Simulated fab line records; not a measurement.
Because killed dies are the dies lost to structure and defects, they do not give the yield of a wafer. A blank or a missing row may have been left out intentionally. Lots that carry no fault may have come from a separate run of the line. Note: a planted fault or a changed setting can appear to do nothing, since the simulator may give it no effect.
Which tool did it? ; flow sky130 ; 11 lots, 33 wafers sampled, at 5 steps of a route of 708

## WHAT EACH GAUGE READ, for each wafer
SKY_CONTACT_OVL_MEAS_15.
lot;measured;on;CONTACT_OVL (nm)
L173;day 31 22:03;overlay-02;0 -5 8
L176;day 33 03:45;overlay-02;2 4 3
L177;day 33 12:34;overlay-02;2 4 5
L181;day 34 19:36;overlay-01;-5 -4 -4
L182;day 35 03:31;overlay-01;-3 -2 -2
L183;day 35 11:23;overlay-01;8 6 1
L186;day 36 03:39;overlay-02;9 10 8
L187;day 36 11:33;overlay-02;2 -7 2
L188;day 36 14:30;overlay-01;8 4 1
L189;day 36 22:18;overlay-02;-5 -4 -10
L195;day 38 16:06;overlay-02;-7 -15 -11

## WHAT TOOL EACH LOT RAN ON (gives the tool, then ch and the chambers of the sampled wafers, and finally the start)
lot;SKY_POLY_GATE_IMPLANT_02;SKY_RES_PROTECT_STRIP_07;SKY_SD_P_STRIP_10;SKY_LI_CONTACT_CMP_02
L173;implanter-04 ch 0, day 15 11:51;plasma-asher-03 ch 1, day 15 11:58;plasma-asher-03 ch 1, day 25 18:56;cmp-01 ch 1,3, day 28 06:38
L176;implanter-03 ch 0, day 16 16:35;plasma-asher-02 ch 0,1, day 16 16:44;plasma-asher-01 ch 0,1, day 27 02:22;cmp-02 ch 0,2,3, day 29 13:06
L177;implanter-01 ch 0, day 17 01:31;plasma-asher-03 ch 0,1, day 17 01:39;plasma-asher-03 ch 0,1, day 27 11:31;cmp-02 ch 0,2, day 29 21:18
L181;implanter-04 ch 0, day 18 17:08;plasma-asher-03 ch 0,1, day 18 17:16;plasma-asher-03 ch 0,1, day 28 22:41;cmp-02 ch 1,2,3, day 31 08:16
L182;implanter-03 ch 0, day 18 23:26;plasma-asher-02 ch 0,1, day 18 23:33;plasma-asher-01 ch 0,1, day 29 06:10;cmp-02 ch 2,3, day 31 14:58
L183;implanter-04 ch 0, day 19 09:11;plasma-asher-01 ch 0,1, day 19 09:20;plasma-asher-02 ch 0,1, day 29 14:56;cmp-01 ch 0,2,3, day 32 00:54
L186;implanter-03 ch 0, day 20 05:40;plasma-asher-02 ch 0,1, day 20 05:49;plasma-asher-02 ch 0,1, day 30 08:28;cmp-02 ch 0,1,2, day 32 16:36
L187;implanter-04 ch 0, day 20 14:58;plasma-asher-03 ch 0,1, day 20 15:07;plasma-asher-03 ch 0,1, day 30 18:19;cmp-02 ch 0,1,3, day 33 02:25
L188;implanter-03 ch 0, day 20 17:00;plasma-asher-03 ch 1, day 20 17:07;plasma-asher-02 ch 0,1, day 30 20:02;cmp-01 ch 0,3, day 33 04:42
L189;implanter-01 ch 0, day 21 01:18;plasma-asher-02 ch 0,1, day 21 01:25;plasma-asher-01 ch 0,1, day 31 03:26;cmp-02 ch 0,1,2, day 33 12:19
L195;implanter-04 ch 0, day 23 07:29;plasma-asher-01 ch 0,1, day 23 07:37;plasma-asher-01 ch 0,1, day 33 02:41;cmp-02 ch 0,3, day 35 08:46
- SKY_POLY_GATE_IMPLANT_02
- SKY_RES_PROTECT_STRIP_07: strips in O2/N2.
- SKY_SD_P_STRIP_10: strips in O2/N2.
- SKY_LI_CONTACT_CMP_02: polishes PSG.

## THE ANSWER, worked out from the rows above alone
Rule: the usual values come from the lots themselves. Put in order of their means at a reading, lots are off if they are a third of the lots or fewer, leave a main group of 4 or more, and stand apart from it by a gap of 3 or more times the standard deviation of the main group's means; of several such gaps the widest counts. A main group is skipped when, at the precision printed for the reading in the tables above, its means are all equal. Also off: a lot with no number at a reading for which 4 or more lots have one. Where the step has rows for the other lots, those lots are counted as sound.
Across all readings shown, no lot is off: no conclusion can be drawn from this.

## WHAT HAD BEEN PUT IN BY THE SIMULATOR
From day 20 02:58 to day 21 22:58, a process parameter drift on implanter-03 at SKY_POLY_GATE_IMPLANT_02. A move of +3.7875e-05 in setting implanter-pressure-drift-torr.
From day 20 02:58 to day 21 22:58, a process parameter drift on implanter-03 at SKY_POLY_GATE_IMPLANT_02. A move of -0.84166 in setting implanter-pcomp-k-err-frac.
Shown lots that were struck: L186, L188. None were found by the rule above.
